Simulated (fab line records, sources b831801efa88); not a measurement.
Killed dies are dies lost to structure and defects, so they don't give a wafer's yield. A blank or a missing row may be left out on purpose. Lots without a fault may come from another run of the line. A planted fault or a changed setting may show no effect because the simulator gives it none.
fab line records | flow sfq_line
record lots=5 wafers=15 last_day=82
route steps=325 shown M4@155 I4@163
lots that met no fault: from a run of the same line without faults
start_h: hours from the record's first day to the start of the lot's first wafer shown | wait_h: hours since the lot's step before | " the same as in the row above | L1.1+2: a row that stands for several wafers | - no value, or no start given | * or withheld: withheld | < > ~ a bound
route shown NAME@n: a module of which the file shows steps, and the number in the route of the first | usual: mean/standard deviation of fault-free wafers | same: alike in all rows | chamber/n: place in a boat | sites: the reading at each site | _std_site: their standard deviation | _edge_site: outer sites' mean less inner sites' | radius_mm: how far each site lies from the wafer's centre | mask NAME#n: copy n | behind: the tool/chamber that last shaped the wafer | hold: why the lot was held/for how many hours/how that ended | device: the transistor (n, p or np) that didn't switch | end of line: the same wafers' tests at the end of the route | a step without rows: its recipe alone | killed: dies lost to structure and defects at the first sort, not the wafer's yield | map: a wafer's dies, x killed, . not, _ none there
set.NAME: the setting as run; set.NAME@STEP: as run at that earlier step | model.NAME: the simulator's own value behind a step, which no gauge read
lots at some steps of the route; a table a step, a row a wafer
services: from which hour (start_h, from the record's first day; less than 0 if before it) a tool's chamber was out of use, for how many hours, and why
## steps
# step SFQ_TRILAYER_M4_LITHO_EXPOSE_094
# recipe mask_id=M4 na=0.6 source_shape=conventional sigma_outer=0.65 target_cd_nm=500 dose_mj=14.4
# step SFQ_TRILAYER_M4_LITHO_PEB_096
# recipe peb_temp_c=115 peb_time_s=60 resist=KrF
# step SFQ_TRILAYER_M4_LITHO_DEVELOP_095
# recipe time_s=60 resist=KrF
# step SFQ_M4_OVL_MEAS_926
# usual M4_OVL=3/4.7
# columns lot.wafer tool chamber start_h wait_h M4_OVL[nm]
L470.2 overlay-01 - 972.42 0.1 10
L470.3 " - " " 0
L470.5 " - " " 5
L472.2 overlay-01 - 1066.64 0.1 -2
L472.4 " - " " -3
L472.5 " - " " -1
L482.1 overlay-02 - 1149.11 0.1 3
L482.3 " - " " 4
L482.4 " - " " -1
L483.1 overlay-02 - 1158.83 0.1 5
L483.4 " - " " 10
L483.6 " - " " 6
L486.1 overlay-01 - 1182.96 0.1 -2
L486.4 " - " " 4
L486.6 " - " " 8
# step SFQ_TRILAYER_M4_BARC_OPEN_METAL_ETCH_123
# recipe mask_material=PR chemistry=O2 target_depth_nm=125 target=BARC icp_w=600 bias_w=80 pressure_mtorr=10 time_s=41.7
# usual drypump_motor_current_A=5.6/0.42 oes_product_au=0.685/0.0051
# columns lot.wafer tool chamber start_h wait_h drypump_motor_current_A oes_product_au rf_hours_counter_h
L470.2 rie_metal-01 0 972.45 0.0 5.3 0.690 5
L470.3 " 1 " " 5.7 0.685 -
L470.5 " 1 " " 5.7 0.678 -
L472.2 rie_metal-03 1 1066.67 0.0 5.0 0.688 71
L472.4 " 0 " " 6.0 0.687 -
L472.5 " 0 " " 6.0 0.677 -
L482.1 rie_metal-04 0 1149.14 0.0 6.2 0.689 115
L482.3 " 0 " " 6.2 0.682 -
L482.4 " 1 " " 5.3 0.687 -
L483.1 rie_metal-04 0 1158.87 0.0 6.2 0.684 116
L483.4 " 0 " " 6.2 0.678 -
L483.6 " 0 " " 6.2 0.692 -
L486.1 rie_metal-03 0 1182.99 0.0 6.0 0.684 5
L486.4 " 1 " " 5.0 0.684 -
L486.6 " 0 " " 6.0 0.692 -
# step SFQ_TRILAYER_M4_ETCH_METAL_ETCH_096
# recipe target=Nb stop_on=SiO2 mask_material=PR chemistry=Cl2/Ar target_depth_nm=240 icp_w=600 bias_w=80 pressure_mtorr=10 time_s=120
# usual drypump_motor_current_A=5.6/0.42 oes_product_au=0.893/0.0065
# columns lot.wafer tool chamber start_h wait_h drypump_motor_current_A oes_product_au rf_hours_counter_h
L470.2 rie_metal-01 0 972.51 0.0 5.3 0.890 5
L470.3 " 1 " " 5.7 0.885 -
L470.5 " 1 " " 5.7 0.894 -
L472.2 rie_metal-03 1 1066.73 0.0 5.0 0.901 71
L472.4 " 0 " " 6.0 0.893 -
L472.5 " 0 " " 6.0 0.895 -
L482.1 rie_metal-04 0 1149.20 0.0 6.2 0.896 115
L482.3 " 0 " " 6.2 0.894 -
L482.4 " 1 " " 5.3 0.902 -
L483.1 rie_metal-04 0 1158.93 0.0 6.2 0.883 116
L483.4 " 0 " " 6.2 0.899 -
L483.6 " 0 " " 6.2 0.881 -
L486.1 rie_metal-03 0 1183.05 0.0 5.9 0.894 5
L486.4 " 1 " " 5.0 0.886 -
L486.6 " 0 " " 6.0 0.890 -
# step SFQ_TRILAYER_M4_STRIP_STRIP_097
# recipe gas=O2 power_w=200 platen_temp_c=40 overash_fraction=0.65 chemistry=O2 pressure_mtorr=50
# usual drypump_motor_current_A=5.6/0.42 oes_product_au=0.999/0.0074 platen_temp_c=40.01/0.1
# columns lot.wafer tool chamber start_h wait_h drypump_motor_current_A oes_product_au platen_temp_c rf_hours_counter_h
L470.2 rie_metal-01 0 972.63 0.1 5.3 0.999 40.14 5
L470.3 " 1 " " 5.7 1.003 39.88 -
L470.5 " 1 " " 5.7 0.997 39.92 -
L472.2 rie_metal-03 1 1066.86 0.1 5.0 1.003 40.12 71
L472.4 " 0 " " 6.0 1.000 39.91 -
L472.5 " 0 " " 6.0 1.015 40.05 -
L482.1 rie_metal-04 0 1149.33 0.1 6.2 0.990 39.98 115
L482.3 " 0 " " 6.2 1.001 39.95 -
L482.4 " 1 " " 5.3 0.991 40.01 -
L483.1 rie_metal-04 0 1159.05 0.1 6.3 0.994 39.85 116
L483.4 " 0 " " 6.2 0.998 39.86 -
L483.6 " 0 " " 6.2 0.988 39.94 -
L486.1 rie_metal-03 0 1183.18 0.1 6.0 0.989 39.93 6
L486.4 " 1 " " 5.0 0.993 40.01 -
L486.6 " 0 " " 6.0 1.001 40.13 -
# step SFQ_TRILAYER_M4_STRIP_SOLV_CLEAN_098
# recipe chemistry=NMP temp_c=70 time_s=600
# step SFQ_TRILAYER_I4_DEP_PECVD_099
# recipe material=SiO2 temp_c=150 time_s=111.11 pressure_torr=2.4 rf_w=183.3 precursor=SiH4/N2O target_thk_nm=500
# step SFQ_TRILAYER_I4_CMP_CMP_100
# recipe material=SiO2 down_force_psi=3 platen_rpm=60 pad_velocity_m_s=0.94248
# usual motor_current_A=10.7/0.64 slurry_filter_dp_kPa=13.52/0.13 time_to_endpoint_s=217/6.4
# columns lot.wafer tool chamber start_h wait_h motor_current_A slurry_filter_dp_kPa time_to_endpoint_s
L470.3 cmp-01 2 976.49 3.0 10.7 13.62 216
L470.2 " 3 " " 10.2 13.56 208
L470.5 " 1 977.99 4.5 11.3 13.50 223
L472.2 cmp-02 2 1068.81 1.1 12.1 13.43 206
L472.4 " 0 1069.81 2.1 9.8 13.49 206
L472.5 " 2 1070.81 3.1 12.0 13.34 213
L482.4 cmp-02 0 1153.94 3.8 9.8 13.50 224
L482.3 " 1 " " 10.3 13.79 224
L482.1 " 2 " " 11.0 13.47 211
L483.1 cmp-02 1 1166.44 6.6 10.7 13.54 220
L483.4 " 2 " " 12.1 13.62 221
L483.6 " 1 1168.44 8.5 10.1 13.67 225
L486.4 cmp-02 3 1192.94 8.9 11.0 13.88 219
L486.1 " 0 " " 10.3 13.38 215
L486.6 " 0 1195.44 11.4 10.1 13.59 220
# step SFQ_I4_BOW_MEAS_927
# recipe mode=bow
# usual I4_BOW=3/7.8
# columns lot.wafer tool chamber start_h wait_h I4_BOW[um]
L470.2 film_metro-01 - 979.01 1.5 10
L470.3 " - " " -5
L470.5 " - " " -8
L472.2 film_metro-04 - 1071.33 2.0 3
L472.4 " - " " 12
L472.5 " - " " 17
L482.1 film_metro-03 - 1156.94 1.5 -6
L482.3 " - " " -5
L482.4 " - " " -4
L483.1 film_metro-01 - 1168.94 2.0 19
L483.4 " - " " 5
L483.6 " - " " 11
L486.1 film_metro-03 - 1195.94 2.0 11
L486.4 " - " " 29
L486.6 " - " " 2
# step SFQ_TRILAYER_I4_METRO_MEASURE_101
# step SFQ_TRILAYER_I4_VIA_LITHO_COAT_108
# recipe resist=BARC spin_rpm=3000 resist_thk_nm=62
# columns lot.wafer tool chamber start_h wait_h model.BARC_of_TRILAYER_I4_VIA_LITHO_COAT_108.thk_nm
L470.2 litho_track-03 0 980.36 0.8 61.97
L470.3 " 0 " " 62.12
L470.5 " 0 " " 61.98
L472.2 litho_track-01 0 1072.68 0.8 62.19
L472.4 " 0 " " 61.79
L472.5 " 0 " " 61.85
L482.1 litho_track-01 0 1158.26 1.0 59.49
L482.3 " 0 " " 59.57
L482.4 " 0 " " 59.5
L483.1 litho_track-02 0 1170.26 1.0 62.25
L483.4 " 0 " " 62.07
L483.6 " 0 " " 62.37
L486.1 litho_track-03 0 1197.26 1.0 61.81
L486.4 " 0 " " 61.66
L486.6 " 0 " " 61.79
# step SFQ_TRILAYER_I4_VIA_LITHO_COAT_103
# recipe resist=KrF spin_rpm=3000 resist_thk_nm=650
# step SFQ_TRILAYER_I4_VIA_LITHO_SOFTBAKE_107
# recipe temp_c=withheld time_s=withheld resist=KrF
# step SFQ_TRILAYER_I4_VIA_LITHO_EXPOSE_104
# recipe mask_id=I4 na=0.6 source_shape=conventional sigma_outer=0.65 target_cd_nm=700 dose_mj=21.3
# step SFQ_TRILAYER_I4_VIA_LITHO_PEB_106
# recipe peb_temp_c=115 peb_time_s=60 resist=KrF
# step SFQ_TRILAYER_I4_VIA_LITHO_DEVELOP_105
# recipe time_s=60 resist=KrF
# step SFQ_I4_OVL_MEAS_928
# usual I4_OVL=-2/5.4
# columns lot.wafer tool chamber start_h wait_h I4_OVL[nm]
L470.2 overlay-02 - 1116.89 0.1 0
L470.3 " - " " 3
L470.5 " - " " -2
L472.2 overlay-01 - 1214.29 0.1 0
L472.4 " - " " -6
L472.5 " - " " -10
L482.1 overlay-01 - 1286.68 0.1 0
L482.3 " - " " 0
L482.4 " - " " 5
L483.1 overlay-01 - 1296.28 0.1 -4
L483.4 " - " " -7
L483.6 " - " " -11
L486.1 overlay-02 - 1320.05 0.1 2
L486.4 " - " " 1
L486.6 " - " " -1
# step SFQ_TRILAYER_I4_VIA_BARC_OPEN_VIA_ETCH_146
# recipe mask_material=PR chemistry=O2 target_depth_nm=125 target=BARC source_w=500 bias_w=80 pressure_mtorr=30 time_s=41.7
# usual drypump_motor_current_A=5.6/0.41 oes_product_au=0.685/0.0044
# columns lot.wafer tool chamber start_h wait_h drypump_motor_current_A oes_product_au rf_hours_counter_h model.etch.depth_nm
L470.2 rie_diel-03 2 1116.92 0.0 5.5 0.692 5 61.97
L470.3 " 0 " " 6.3 0.687 3 62.12
L470.5 " 2 " " 5.4 0.686 - 61.98
L472.2 rie_diel-03 3 1214.32 0.0 5.7 0.683 20 62.19
L472.4 " 2 " " 5.4 0.690 6 61.79
L472.5 " 3 " " 5.7 0.688 - 61.85
L482.1 rie_diel-02 3 1286.72 0.0 5.3 0.667 3 59.49
L482.3 " 2 " " 5.6 0.672 21 59.57
L482.4 " 0 " " 6.4 0.681 - 59.5
L483.1 rie_diel-02 2 1296.32 0.0 5.6 0.685 22 62.25
L483.4 " 1 " " 5.1 0.688 13 62.07
L483.6 " 2 " " 5.6 0.691 - 62.37
L486.1 rie_diel-03 2 1320.08 0.0 5.4 0.684 8 61.81
L486.4 " 1 " " 5.5 0.689 - 61.66
L486.6 " 0 " " 6.3 0.680 - 61.79
# step SFQ_TRILAYER_I4_VIA_ETCH_VIA_ETCH_106
# recipe target=SiO2 stop_on=Nb mask_material=PR taper_deg=20 chemistry=CHF3 target_depth_nm=260 source_w=500 bias_w=80 pressure_mtorr=30 time_s=withheld
# usual drypump_motor_current_A=5.6/0.41 oes_product_au=0.855/0.0052
# columns lot.wafer tool chamber start_h wait_h drypump_motor_current_A oes_product_au
L470.2 rie_diel-03 2 1116.96 0.0 5.4 0.845
L470.3 " 0 " " 6.3 0.855
L470.5 " 2 " " 5.4 0.854
L472.2 rie_diel-03 3 1214.36 0.0 5.8 0.857
L472.4 " 2 " " 5.4 0.866
L472.5 " 3 " " 5.7 0.851
L482.1 rie_diel-02 3 1286.76 0.0 5.3 0.856
L482.3 " 2 " " 5.6 0.859
L482.4 " 0 " " 6.3 0.857
L483.1 rie_diel-02 2 1296.36 0.0 5.6 0.854
L483.4 " 1 " " 5.1 0.850
L483.6 " 2 " " 5.6 0.855
L486.1 rie_diel-03 2 1320.12 0.0 5.4 0.853
L486.4 " 1 " " 5.5 0.854
L486.6 " 0 " " 6.3 0.850
## services
# columns tool chamber start_h hours kind
rie_diel-03 3 948.95 7.4 repair
rie_metal-03 - 953.10 2.8 pm
rie_metal-04 - 954.34 0.5 repair
rie_metal-04 - 969.99 4.4 repair
cmp-02 - 971.22 7.9 pm
rie_diel-02 3 977.38 5.6 repair
rie_metal-04 0 985.08 21.4 repair
rie_diel-02 2 988.02 7.2 repair
cmp-02 - 990.05 0.6 repair
cmp-02 - 1034.45 1.1 repair
cmp-02 - 1036.69 1.2 repair
rie_diel-02 - 1058.33 0.7 repair
rie_diel-03 0 1068.17 4.1 repair
cmp-02 - 1091.64 4.0 pm
rie_diel-03 0 1105.18 4.8 repair
rie_diel-03 - 1110.64 2.8 pm
cmp-02 - 1136.68 1.0 repair
rie_diel-02 3 1137.98 2.3 repair
rie_diel-02 3 1152.37 1.6 repair
rie_diel-03 2 1165.10 5.6 repair
cmp-02 - 1169.11 0.8 repair
rie_metal-03 1 1234.78 5.5 repair
rie_metal-03 1 1290.82 12.4 repair
rie_metal-04 0 1308.62 1.9 repair
## key
first_sign step=SFQ_TRILAYER_I4_VIA_BARC_OPEN_VIA_ETCH_146 reading=oes_product_au direction=down sigmas=2.7 usual=0.685 struck=0.673
effect none on later readings
model_effect step=SFQ_TRILAYER_I4_VIA_LITHO_COAT_108 value=BARC_of_TRILAYER_I4_VIA_LITHO_COAT_108.thk_nm without=61.97 struck=59.52
model_effect step=SFQ_TRILAYER_I4_VIA_BARC_OPEN_VIA_ETCH_146 value=etch.depth_nm without=61.97 struck=59.52
met_at SFQ_TRILAYER_I4_VIA_LITHO_COAT_108
struck_wafers L482.1,L482.3,L482.4
onset_between 1072.68 1158.26
fault kind=process_parameter_drift tool=litho_track-01 chamber=- onset_h=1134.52 steps=SFQ_TRILAYER_I4_VIA_LITHO_COAT_108 channel=resist_thk_nm offset=-2.4502 shape=step end_h=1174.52 acts_in=these_recipes_only stated=62
